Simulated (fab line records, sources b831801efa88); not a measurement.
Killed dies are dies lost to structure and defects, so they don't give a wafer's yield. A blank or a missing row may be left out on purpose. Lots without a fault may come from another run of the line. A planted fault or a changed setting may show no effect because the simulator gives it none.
One fault seen from 2 desks | flow sky130 | each desk has only its own numbers; what lay behind them comes last

THE TOOL OWNER'S DESK: furnace-02
The tool's own readings at SKY_POLY_GATE_OXIDATION_20 (stabilise 600 s, purge 300 s, target thk 4 nm): means of the sampled wafers that have a number, for each lot that ran on this tool. A lot is out of limits, marked OUT, if its mean lies more than 4 standard deviations from the usual mean; the brackets give that distance.
Columns: A = spike_tc_centre_C at SKY_POLY_GATE_OXIDATION_20, usual 849.6 C; B = spike_tc_lower_C at SKY_POLY_GATE_OXIDATION_20, usual 850.3 C; C = spike_tc_upper_C at SKY_POLY_GATE_OXIDATION_20, usual 849.3 C; D = zone_power_centre_pct at SKY_POLY_GATE_OXIDATION_20, usual 17.8 %; E = zone_power_lower_pct at SKY_POLY_GATE_OXIDATION_20, usual 17.3 %; F = zone_power_upper_pct at SKY_POLY_GATE_OXIDATION_20, usual 15.11 %
lot  | first seen here | A               | B                | C                | D              | E             | F
L528 | day 19 17:01    | 849.7           | 850.2            | 849.3            | 19.0           | 16.5          | 15.35
L530 | day 19 17:01    | 849.1           | 850.2            | 849.8            | 18.9           | 16.4          | 15.44
L534 | day 20 07:55    | 893.7 (+40) OUT | 845.2 (-5.1) OUT | 844.2 (-4.2) OUT | 35.9 (+18) OUT | 8.6 (-11) OUT | 8.01 (-32) OUT
L533 | day 20 09:10    | 894.3 (+41) OUT | 844.4 (-5.9) OUT | 844.4 (-4.1) OUT | 35.9 (+18) OUT | 8.6 (-11) OUT | 8.03 (-32) OUT
L543 | day 23 15:58    | 849.0           | 850.5            | 849.7            | 19.0           | 16.5          | 15.31
L544 | day 23 19:59    | 850.3           | 850.6            | 849.3            | 19.0           | 16.4          | 15.49
L547 | day 24 19:01    | 848.4           | 849.9            | 850.3            | 18.8           | 16.3          | 15.33
This desk's finding: out of limits on L533, L534; first on L534, day 20 07:55 (spike_tc_centre_C at SKY_POLY_GATE_OXIDATION_20). In limits: L528, L530, L543, L544, L547.

THE METROLOGY DESK
What the gauges read, lot by lot, whatever tool the lot ran on: means of the sampled wafers that have a number. A lot is out of limits, marked OUT, if its mean lies more than 4 standard deviations from the usual mean; the brackets give that distance.
Columns: A = POLY_GATE_OXIDATION_THK at SKY_POLY_GATE_THK_MEAS_21, usual 3.98 nm; B = VIA2_BOW at SKY_VIA2_BOW_MEAS_03, usual 87 um
lot  | first seen here | A               | B
L525 | day 17 16:08    | 3.94            | 88
L524 | day 17 16:09    | 4.00            | 80
L530 | day 19 18:16    | 4.00            | 80
L528 | day 19 18:16    | 4.05            | 79
L532 | day 20 00:00    | 4.02            | 81
L534 | day 20 09:10    | 4.36 (+4.8) OUT | 86
L533 | day 20 10:25    | 5.10 (+14) OUT  | 74
L535 | day 20 15:10    | 3.98            | 93
L543 | day 23 17:13    | 3.98            | 90
L544 | day 23 21:16    | 3.99            | 81
L547 | day 24 20:16    | 4.02            | 93
This desk's finding: out of limits on L533, L534; first on L534, day 20 09:10 (POLY_GATE_OXIDATION_THK at SKY_POLY_GATE_THK_MEAS_21). In limits: L525, L524, L530, L528, L532, L535, L543, L544, L547.

PUT TOGETHER
The tool owner's desk could have raised an alarm at day 20 07:55, on L533, L534.
The metrology desk could have raised an alarm at day 20 09:10, on L533, L534.
Of the lots named, all ran SKY_POLY_GATE_OXIDATION_20 on furnace-02.

WHAT THE SIMULATOR HAD PUT IN
Process parameter drift: furnace-02, from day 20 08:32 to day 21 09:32, at SKY_POLY_GATE_OXIDATION_20. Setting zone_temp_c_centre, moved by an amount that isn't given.
Lots struck among those shown: L533, L534.
